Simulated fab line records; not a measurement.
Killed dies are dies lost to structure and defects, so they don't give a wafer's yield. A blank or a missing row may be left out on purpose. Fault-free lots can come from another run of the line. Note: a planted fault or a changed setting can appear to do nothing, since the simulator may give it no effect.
A lot that was struck, set against a sound lot :: flow sky130 :: 16 steps out of a route of 708
Sound: wafers L861.2, L861.3, L861.4. Struck: wafer L870.2 (left out: L870.5, a lot-mate that was not struck); the cause follows at the end.
For every step that has rows: the tool of each side, followed by ch and its chambers, followed by its first start. Under that, the readings that differ: sound wafers :: struck wafers :: difference of the means :: sigmas: that difference in standard deviations of wafers without a fault.
alike: readings with means less than 2 such deviations apart, plus words and numbers identical on both sides. not compared: withheld readings, readings lacking a value on some wafer, bounds such as >300 that could conceal the same value, and numbers that have no deviation in the record and whose values overlap.
Wherever a step has rows on one side only, a row that says differs or no value, or a row with sigmas, the two part there. Numbers that have no deviation but don't overlap get no sigmas and don't part them. A reading missing from all wafers of one side parts the sides only when that side holds two or more wafers.

SKY_SD_N_OVL_MEAS_08:
  sound: overlay-02 at day 27 22:21; struck: overlay-01 at day 31 12:57
  alike: SD_N_OVL
then, 2 steps without rows for these wafers: SKY_SD_N_IMPLANT_09; SKY_SD_N_IMPLANT_10.
SKY_SD_N_STRIP_11: strips in O2/N2.
  sound on plasmaAsher-02 ch 0,1, day 27 22:41; struck on plasmaAsher-03 ch 1, day 31 13:17
reading: oesProductAu (a.u.)
sound: 0.526 0.526 0.524
struck: 0.538
difference: +0.013
sigmas: +3
  alike: drypumpMotorCurrentA, stripTimeToEndpointS
  not compared: rfHoursCounterH
SKY_SD_N_TW_MEAS_12:
  sound: filmMetro-02 at day 27 22:47; struck: filmMetro-02 at day 31 13:23
  alike: SD_N_TW
then, 1 step without rows for these wafers: SKY_SD_N_CLEAN_13 (cleans in SC1/SC2, time 150 s).
SKY_SD_N_RTA_14: time 2 s.
  sound on rtpAnneal-01 ch 0, day 27 22:54; struck on rtpAnneal-02 ch 0, day 31 13:30
  alike: lampPowerPct, wafer_temp_C_max
SKY_SD_N_RS_MEAS_16: measurement is done with a four-point probe.
  sound: filmMetro-04 at day 27 23:05; struck: filmMetro-01 at day 31 13:41
  alike: SD_N_RS
SKY_SD_N_RS_MEAS_17: measurement is done with a four-point probe.
  sound: filmMetro-04 at day 27 23:12; struck: filmMetro-01 at day 31 13:49
reading: SD_P_RS (ohm/sq)
sound: 146.3 146.8 146.3
struck: 147.8
difference: +1.3
sigmas: +3
SKY_SD_N_RS_MEAS_18: measurement is done with a four-point probe.
  sound: filmMetro-04 at day 27 23:19; struck: filmMetro-01 at day 31 13:56
  alike: RES_XHIGH_RS
then, 1 step without rows for these wafers: SKY_SALICIDE_CLEAN_00 (cleans in HF-last, time 30 s).
SKY_LI_CONTACT_HDPCVD_00: deposits PSG, target thk 930 nm, time 155 s.
  sound on hdpcvd-02 ch 0,1, day 27 23:26; struck on hdpcvd-02 ch 1, day 31 14:02
reading: model.PSG_of_LI_CONTACT_HDPCVD_00.thkNm (nm)
sound: 916.3 923 920.1
struck: 1684
difference: +764
sigmas: 
SKY_LI_CONTACT_THK_MEAS_01:
  sound: filmMetro-01 at day 27 23:33; struck: filmMetro-04 at day 31 14:10
reading: LI_CONTACT_HDPCVD_THK (nm)
sound: 915 922 920
struck: 1684
difference: +765
sigmas: +92
SKY_LI_CONTACT_CMP_02: polishes PSG.
  sound on cmp-01 ch 1,2,3, day 27 23:36; struck on cmp-02 ch 0, day 31 14:16
reading: timeToEndpointS (s)
sound: 30.5 32.3 33.1
struck: 109.5
difference: +77.5
sigmas: +46
  alike: motorCurrentA
SKY_LI_CONTACT_BOW_MEAS_03:
  sound: filmMetro-02 at day 27 23:57; struck: filmMetro-02 at day 31 14:32
  alike: LI_CONTACT_BOW
-- here the record skips 17 days between the struck wafers' starts before and after, leaving off in module LI_CONTACT and picking up in module PAD_OPEN (first step shown: number 708 of the route) --
SKY_PAD_OPEN_PROBE_99:
  sound: prober-01 at day 45 17:30; struck: prober-01 at day 48 10:07
reading: killedDies
sound: 90 73 86
struck: 107
difference: +24
sigmas: +2

reading: killedShort
sound: 38 33 47
struck: 55
difference: +16
sigmas: +2
  alike: killed_at_M0_to_M3, killed_at_M4_up, killedAtContacts, killedAtFrontEnd, killedAtOther, killedOpen

== WHERE THEY PART ==
Earliest at SKY_SD_N_STRIP_11; latest, in this record, at SKY_PAD_OPEN_PROBE_99.

WHY: what had been put in by the simulator
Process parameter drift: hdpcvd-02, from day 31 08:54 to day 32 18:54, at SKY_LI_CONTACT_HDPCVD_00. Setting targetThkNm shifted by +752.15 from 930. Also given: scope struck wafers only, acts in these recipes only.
